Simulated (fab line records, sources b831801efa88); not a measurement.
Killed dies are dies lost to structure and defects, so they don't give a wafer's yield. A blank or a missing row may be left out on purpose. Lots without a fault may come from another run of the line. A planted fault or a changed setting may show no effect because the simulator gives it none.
Which tool did it? | flow sky130 | 13 lots, 39 wafers sampled, at 5 steps of a route of 708

WHAT THE GAUGES READ, wafer by wafer
SKY_FIELD_ISO_THK_MEAS_04. Usual: FIELD_ISO_CVD_03_THK 164.8 nm, standard deviation 1.8.
lot  | measured    | on            | FIELD_ISO_CVD_03_THK (nm) | flag
L533 | day 1 18:52 | film_metro-01 | 165.3 166.4 165.7         |
L535 | day 2 04:08 | film_metro-01 | 161.5 161.5 161.7         |
L538 | day 2 14:29 | film_metro-01 | 166.3 165.7 165.0         |
L539 | day 2 19:29 | film_metro-01 | 164.6 163.7 164.4         |
L540 | day 3 00:29 | film_metro-04 | 164.7 164.3 163.9         |
L541 | day 3 05:52 | film_metro-04 | 164.1 163.7 163.8         |
L543 | day 3 16:26 | film_metro-02 | 164.9 164.5 165.8         |
L544 | day 3 20:55 | film_metro-01 | 167.9 167.5 167.5         |
L545 | day 4 01:38 | film_metro-01 | 165.7 165.2 165.5         |
L547 | day 4 12:20 | film_metro-02 | 164.0 163.7 163.2         |
L548 | day 4 18:13 | film_metro-04 | 165.4 166.1 166.6         |
L550 | day 5 03:41 | film_metro-01 | 166.4 165.9 166.6         |
L554 | day 5 23:44 | film_metro-01 | 167.5 168.4 167.7         |

SKY_FIELD_ISO_THK_MEAS_25. Usual: FIELD_ISO_CVD_24_THK 594 nm, standard deviation 5.1.
lot  | measured    | on            | FIELD_ISO_CVD_24_THK (nm) | flag
L533 | day 2 10:45 | film_metro-04 | 592 589 591               |
L535 | day 2 20:58 | film_metro-04 | 589 588 590               |
L538 | day 3 08:04 | film_metro-02 | 600 592 592               |
L539 | day 3 12:59 | film_metro-01 | 591 593 595               |
L540 | day 3 17:39 | film_metro-04 | 587 594 589               |
L541 | day 3 22:59 | film_metro-01 | 590 593 599               |
L543 | day 4 13:10 | film_metro-02 | 592 586 589               |
L544 | day 4 17:17 | film_metro-04 | 604 590 593               |
L545 | day 4 20:08 | film_metro-04 | 603 601 601               |
L547 | day 5 07:25 | film_metro-04 | 595 594 592               |
L548 | day 5 13:53 | film_metro-01 | 596 581 599               |
L550 | day 6 00:04 | film_metro-02 | 599 596 599               |
L554 | day 6 21:12 | film_metro-01 | 595 593 599               |

SKY_PWDE_OVL_MEAS_07. Usual: PWDE_OVL 1.0 nm, standard deviation 2.3.
lot  | measured    | on         | PWDE_OVL (nm)  | flag
L533 | day 3 22:13 | overlay-02 | 3.5 3.3 3.2    |
L535 | day 4 08:55 | overlay-01 | -3.2 -3.0 -4.0 |
L538 | day 4 22:52 | overlay-02 | 4.5 3.4 4.0    |
L539 | day 5 02:50 | overlay-02 | 2.9 3.3 3.2    |
L540 | day 5 08:04 | overlay-02 | -0.1 -0.9 -1.5 |
L541 | day 5 12:58 | overlay-02 | 3.6 4.0 2.7    |
L543 | day 6 06:32 | overlay-02 | 0.4 0.4 0.9    |
L544 | day 6 08:53 | overlay-01 | -1.1 1.1 -0.9  |
L545 | day 6 14:37 | overlay-01 | 3.3 4.4 3.6    |
L547 | day 7 00:46 | overlay-02 | 4.3 2.3 2.9    |
L548 | day 7 07:24 | overlay-01 | -1.2 -2.2 -2.2 |
L550 | day 7 19:52 | overlay-01 | -1.7 -1.3 -0.6 |
L554 | day 8 18:57 | overlay-02 | 3.5 4.1 4.2    |

SKY_NWELL_RS_MEAS_29: measures by four-point-probe. Usual: NWELL_RS 624.1 ohm/sq, standard deviation 1.3.
lot  | measured     | on            | NWELL_RS (ohm/sq) | flag
L533 | day 5 09:16  | film_metro-03 | 624.1 624.5 623.0 |
L535 | day 5 21:15  | film_metro-03 | 625.3 626.2 627.1 |
L538 | day 6 11:18  | film_metro-01 | 624.2 625.1 623.0 |
L539 | day 6 16:05  | film_metro-04 | 626.7 624.8 624.1 |
L540 | day 6 22:12  | film_metro-01 | 624.6 625.4 624.6 |
L541 | day 7 03:12  | film_metro-04 | 624.4 625.5 626.3 |
L543 | day 7 22:22  | film_metro-01 | 624.1 622.2 624.4 |
L544 | day 8 01:25  | film_metro-03 | 625.5 624.0 624.0 |
L545 | day 8 07:48  | film_metro-01 | 623.1 623.3 624.1 |
L547 | day 8 18:56  | film_metro-01 | 633.0 635.6 633.4 | OFF
L548 | day 9 02:08  | film_metro-01 | 623.4 622.8 622.2 |
L550 | day 9 15:25  | film_metro-04 | 636.1 636.7 636.2 | OFF
L554 | day 10 16:55 | film_metro-03 | 622.8 624.4 623.8 |

WHICH TOOL RAN EACH LOT (tool, then ch and the chambers of the sampled wafers, then the start)
lot  | SKY_NWELL_IMPLANT_11
L533 | implanter-04 ch 0, day 4 14:57
L535 | implanter-02 ch 0, day 5 02:27
L538 | implanter-04 ch 0, day 5 16:17
L539 | implanter-02 ch 0, day 5 20:54
L540 | implanter-04 ch 0, day 6 02:26
L541 | implanter-02 ch 0, day 6 07:39
L543 | implanter-02 ch 0, day 7 01:35
L544 | implanter-03 ch 0, day 7 04:22
L545 | implanter-02 ch 0, day 7 10:39
L547 | implanter-02 ch 0, day 7 21:17
L548 | implanter-04 ch 0, day 8 03:52
L550 | implanter-02 ch 0, day 8 16:40
L554 | implanter-04 ch 0, day 9 16:51
- SKY_NWELL_IMPLANT_11

WHAT THE TOOLS THEMSELVES READ (means of the sampled wafers that have a number; where no wafer has one, the mark that the record gives instead)
SKY_NWELL_IMPLANT_11. Usual: dose_ions_cm2 1.9e+13, standard deviation 2.2e+10.
lot  | tool         | dose_ions_cm2 | flag
L533 | implanter-04 | 1.9e+13       |
L535 | implanter-02 | 1.9e+13       |
L538 | implanter-04 | 1.9e+13       |
L539 | implanter-02 | 1.9e+13       |
L540 | implanter-04 | 1.9e+13       |
L541 | implanter-02 | 1.9e+13       |
L543 | implanter-02 | 1.9e+13       |
L544 | implanter-03 | 1.9e+13       |
L545 | implanter-02 | 1.9e+13       |
L547 | implanter-02 | 1.8e+13       | OFF
L548 | implanter-04 | 1.9e+13       |
L550 | implanter-02 | 1.8e+13       | OFF
L554 | implanter-04 | 1.9e+13       |

THE ANSWER, worked out from the rows above alone
Rule: a lot is off if the mean of its wafers that have a number lies more than 3 standard deviations from the usual mean. A lot without any number at a reading at which 4 lots or more have one is off too. The other lots that the step has rows for count as sound. The gauges are gone through in route order, then the tools' own readings, and for those a lot's mean is taken as printed above. The first step at which some lot is off is used, and at that step the reading that is off furthest; a lot without a number counts as furthest.
Off: L547, L550, at SKY_NWELL_RS_MEAS_29 (NWELL_RS).
A tool fits if, at a process step before that reading, it ran every lot that is off, and no sound lot after the first of them. The gauges at SKY_NWELL_RS_MEAS_29 aren't tried: what is off there is off at SKY_NWELL_IMPLANT_11 too, on other tools, and a gauge's error can't cause that. One fits: implanter-02 at SKY_NWELL_IMPLANT_11. Its last sound lot is L545 (day 7 10:39), its first lot that is off L547 (day 7 21:17): a fault that began between those two fits.
The tool's own readings at SKY_NWELL_IMPLANT_11 bear it out: on the lots that are off they differ by more than 5 times the standard deviation of the sound lots' means. dose_ions_cm2 reads 1.8e+13 there against 1.9e+13 on the sound lots.

WHAT THE SIMULATOR HAD PUT IN
Process parameter drift: implanter-02, from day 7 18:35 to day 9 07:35, at SKY_NWELL_IMPLANT_11. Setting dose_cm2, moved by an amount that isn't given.
Lots struck among those shown: L547, L550. The rule above found the same.
